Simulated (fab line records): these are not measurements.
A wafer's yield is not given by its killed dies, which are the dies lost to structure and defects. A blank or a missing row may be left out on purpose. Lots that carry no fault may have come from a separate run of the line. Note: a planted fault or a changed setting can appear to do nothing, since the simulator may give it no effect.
One fault seen from 2 desks :: flow gf180mcu :: each desk has only its own numbers; what lay behind them comes last

FOR THE TOOL OWNER'S DESK: rie si-01
The tool's own readings at GF_POLY_GATE_ETCH_13 (etches poly-Si in HBr/Cl2, stops on SiO2, target depth 198.5 nm, time 66.32 s): means of the sampled wafers that have a number, for each lot that ran on this tool. The brackets show how far a lot's mean lies from the usual mean; more than 4 standard deviations puts the lot out of limits, marked OUT.
Columns: A = drypump motor current A at GF_POLY_GATE_ETCH_13, usual 6.0 A; B = oes product au at GF_POLY_GATE_ETCH_13, usual 0.995 a.u.; C = rf fwd power W at GF_POLY_GATE_ETCH_13, usual 396.7 W; D = throttle valve pct at GF_POLY_GATE_ETCH_13, usual 33.685 %
lot: L682
first seen here: day 9 06:52
A: 6.4
B: 0.985
C: 397.2
D: 33.683

lot: L683
first seen here: day 9 12:02
A: 6.1
B: 1.002
C: 397.3
D: 33.681

lot: L684
first seen here: day 9 17:40
A: 6.5
B: 0.989
C: 397.1
D: 33.689

lot: L688
first seen here: day 10 22:52
A: 6.0
B: 0.996
C: 395.8
D: 33.692

lot: L691
first seen here: day 11 22:46
A: 6.1
B: 0.873 (-8.1) OUT
C: 397.9
D: 33.688

lot: L692
first seen here: day 12 04:34
A: 5.7
B: 0.880 (-7.7) OUT
C: 398.8
D: 33.686

lot: L693
first seen here: day 12 11:19
A: 6.1
B: 0.886 (-7.2) OUT
C: 398.2
D: 33.681

lot: L703
first seen here: day 15 10:55
A: 6.0
B: 0.995
C: 396.1
D: 33.678

lot: L704
first seen here: day 15 18:16
A: 6.0
B: 0.996
C: 396.3
D: 33.683
This desk finds L691, L692, L693 out of limits, L691 being first, at day 11 22:46 (oes product au at GF_POLY_GATE_ETCH_13). In limits: L682, L683, L684, L688, L703, L704.

METROLOGY DESK
Lot by lot, what the gauges showed, no matter which tool ran the lot: averages of those sampled wafers that carry a number. The brackets show how far a lot's mean lies from the usual mean; more than 4 standard deviations puts the lot out of limits, marked OUT.
Columns: A = MVSD_TW at GF_MVSD_TW_MEAS_11, usual 1585; B = DUAL_GATE_OXIDATION_00_THK at GF_DUAL_GATE_THK_MEAS_03, usual 10.95 nm
lot: L682
first seen here: day 4 11:15
A: 1589
B: 10.66

lot: L683
first seen here: day 4 15:19
A: 1595
B: 11.16

lot: L684
first seen here: day 4 20:12
A: 1584
B: 11.28

lot: L686
first seen here: day 5 07:46
A: 1585
B: 11.26

lot: L688
first seen here: day 5 19:36
A: 1576
B: 11.18

lot: L691
first seen here: day 6 17:14
A: 1599
B: 11.01

lot: L692
first seen here: day 6 20:31
A: 1593
B: 10.76

lot: L693
first seen here: day 7 03:43
A: 1594
B: 10.68

lot: L700
first seen here: day 8 19:43
A: 1593
B: 10.70

lot: L702
first seen here: day 9 05:43
A: 1586
B: 10.96

lot: L703
first seen here: day 9 13:27
A: 1583
B: 11.09

lot: L704
first seen here: day 9 18:15
A: 1582
B: 11.21

lot: L705
first seen here: day 10 02:03
A: 1573
B: 11.00
This desk found nothing out of limits on any of the 13 lots.

PUT TOGETHER
The tool owner's desk could have raised an alarm at day 11 22:46, on L691, L692, L693.
At the metrology desk, nothing out of limits was observed.
The metrology desk holds a record of L691, L692, L693, inside its limits.
On rie si-01, each named lot ran GF_POLY_GATE_ETCH_13.

WHAT HAD BEEN PUT IN BY THE SIMULATOR
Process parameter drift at GF_POLY_GATE_ETCH_13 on rie si-01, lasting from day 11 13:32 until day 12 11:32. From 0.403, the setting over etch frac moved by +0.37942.
Struck lots among those shown: L691, L692, L693.
Hours from the fault's start to each desk's first reading out of limits: the tool owner's desk, 9.
